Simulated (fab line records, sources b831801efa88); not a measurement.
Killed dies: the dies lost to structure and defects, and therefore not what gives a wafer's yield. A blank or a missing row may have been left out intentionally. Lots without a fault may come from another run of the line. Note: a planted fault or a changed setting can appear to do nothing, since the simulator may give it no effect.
Which tool is to blame? -- flow sfq line -- 10 lots, 30 wafers sampled, at 1 step of a route of 325

## WHAT THE GAUGES SHOWED, per wafer
No reading from a measuring or inspecting step in the record can be judged against a usual standard deviation.

## WHICH TOOL RAN EACH LOT (tool, then ch and the chambers of the sampled wafers, then the start)
lot,SFQ_TRILAYER_I2_METRO_MEASURE_065
L491,"film metro-03, day 29 14:28"
L500,"film metro-02, day 35 07:42"
L502,"film metro-02, day 36 13:30"
L503,"film metro-02, day 40 17:30"
L505,"film metro-01, day 41 22:25"
L507,"film metro-03, day 42 19:25"
L509,"film metro-01, day 43 10:21"
L512,"film metro-01, day 44 10:21"
L513,"film metro-01, day 45 01:33"
L514,"film metro-03, day 45 04:45"
- SFQ_TRILAYER_I2_METRO_MEASURE_065

## AS READ BY THE TOOLS THEMSELVES (means over the sampled wafers that have a number; for cases with no such wafer, the mark the record gives instead)
SFQ_TRILAYER_I2_METRO_MEASURE_065. Usual: thk nm at 199.9 nm, with a standard deviation of 0.97.
lot,tool,thk nm (nm),flag
L491,film metro-03,198.7,
L500,film metro-02,204.9,OFF
L502,film metro-02,204.6,OFF
L503,film metro-02,203.9,OFF
L505,film metro-01,200.1,
L507,film metro-03,200.1,
L509,film metro-01,200.5,
L512,film metro-01,198.9,
L513,film metro-01,200.0,
L514,film metro-03,198.5,

## THE ANSWER, worked out from the rows above alone
Rule: take the mean of a lot's wafers that have a number; if it is more than 3 standard deviations from the usual mean, the lot is off. A lot without any number at a reading at which 4 lots or more have one is off too. All remaining lots with rows at the step are treated as sound. First the gauges in route order, then the tools' own readings, where a lot's mean is used as printed above. The first step at which some lot is off is used, and at that step the reading that is off furthest; a lot without a number counts as furthest.
Off: L500, L502, L503, at SFQ_TRILAYER_I2_METRO_MEASURE_065 (thk nm).
A tool fits if, at that step or a process step before it, it ran every lot that is off, and no sound lot after the first of them. One candidate fits, namely film metro-02 at SFQ_TRILAYER_I2_METRO_MEASURE_065. It ran no sound lot before its first lot that is off in this sample, so the start can't be narrowed down.
The tool's own readings at SFQ_TRILAYER_I2_METRO_MEASURE_065 bear it out: on the lots that are off they differ by more than 5 times the standard deviation of the sound lots' means. thk nm reads 204.5 nm there against 199.5 nm on the sound lots.

## WHAT HAD BEEN PUT IN BY THE SIMULATOR
Metrology matching offset: film metro-02, from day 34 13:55 on, at SFQ_TRILAYER_I2_METRO_MEASURE_065. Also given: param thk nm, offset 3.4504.
Lots struck among those shown: L500, L502, L503. The rule above found the same.
